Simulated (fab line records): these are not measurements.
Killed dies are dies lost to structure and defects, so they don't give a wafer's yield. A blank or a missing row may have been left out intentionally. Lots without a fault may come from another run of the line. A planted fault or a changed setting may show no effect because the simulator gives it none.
Matching of chambers	flow sky130	rieSi-01 running SKY_FIELD_ISO_ETCH_17: 4 sister chambers
The step etches Si in HBr/Cl2/O2, target depth 342 nm, time 97.7 s. 16 wafers are shown with their chamber, then 8 later ones without.

## EACH WAFER AND ITS CHAMBER
wafer	chamber	drypumpMotorCurrentA (A)	oesProductAu (a.u.)	throttleValvePct (%)
L784.3	1	5.80	0.997	25.652
L784.4	3	5.62	0.990	25.658
L784.5	0	5.83	0.997	25.663
L793.3	0	5.84	0.969	25.677
L793.4	1	5.81	0.997	25.661
L793.5	2	5.60	0.984	25.660
L792.2	0	5.83	0.980	25.675
L792.4	2	5.60	0.991	25.663
L792.6	2	5.61	1.005	25.666
L795.1	1	5.78	0.990	25.667
L795.4	2	5.58	0.995	25.665
L795.5	1	5.79	0.992	25.663
L796.4	2	5.61	1.001	25.652
L796.5	0	5.83	0.993	25.656
L796.6	3	5.60	0.999	25.662
L797.2	3	5.60	0.994	25.664

SIGNATURES (means of the wafers above)
reading	chamber 0	chamber 1	chamber 2	chamber 3	scatter within a chamber
drypumpMotorCurrentA	5.8325	5.7950	5.6000	5.6067	0.011
oesProductAu	0.98475	0.99400	0.99520	0.99433	0.00837
throttleValvePct	25.66775	25.66075	25.66120	25.66133	0.00686
Rule: a wafer's distance from a chamber is the root of the sum, over the readings, of the square of ((its reading less the chamber's mean) divided by the reading's scatter). If the next closest chamber is less than 2 further off than the closest, the wafer can't be placed; otherwise it belongs to the closest. The scatter: take each reading less its chamber's mean, square it, sum over the shown wafers, divide by the number of wafers less the number of chambers, and take the root.

## WAFERS MISSING THEIR CHAMBER
wafer	drypumpMotorCurrentA (A)	oesProductAu (a.u.)	throttleValvePct (%)
L797.3	5.88	0.975	25.652
L797.5	5.60	0.996	25.658
L799.1	5.59	1.006	25.663
L799.2	5.59	0.998	25.653
L799.4	5.82	0.973	25.665
L805.2	5.80	0.989	25.671
L805.4	5.60	0.996	25.640
L805.6	5.60	0.999	25.666

## CHAMBER TAKEN BY EACH
wafer	from the rows above	in truth
L797.3	0	0
L797.5	can't be placed: 2 or 3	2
L799.1	can't be placed: 2 or 3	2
L799.2	can't be placed: 2 or 3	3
L799.4	can't be placed: 0 or 1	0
L805.2	can't be placed: 1 or 0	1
L805.4	can't be placed: 2 or 3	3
L805.6	can't be placed: 2 or 3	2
1 of 8 placed correctly. These rows do not allow placing 7 (true chamber among the candidates in 7). Placed wrongly: 0.
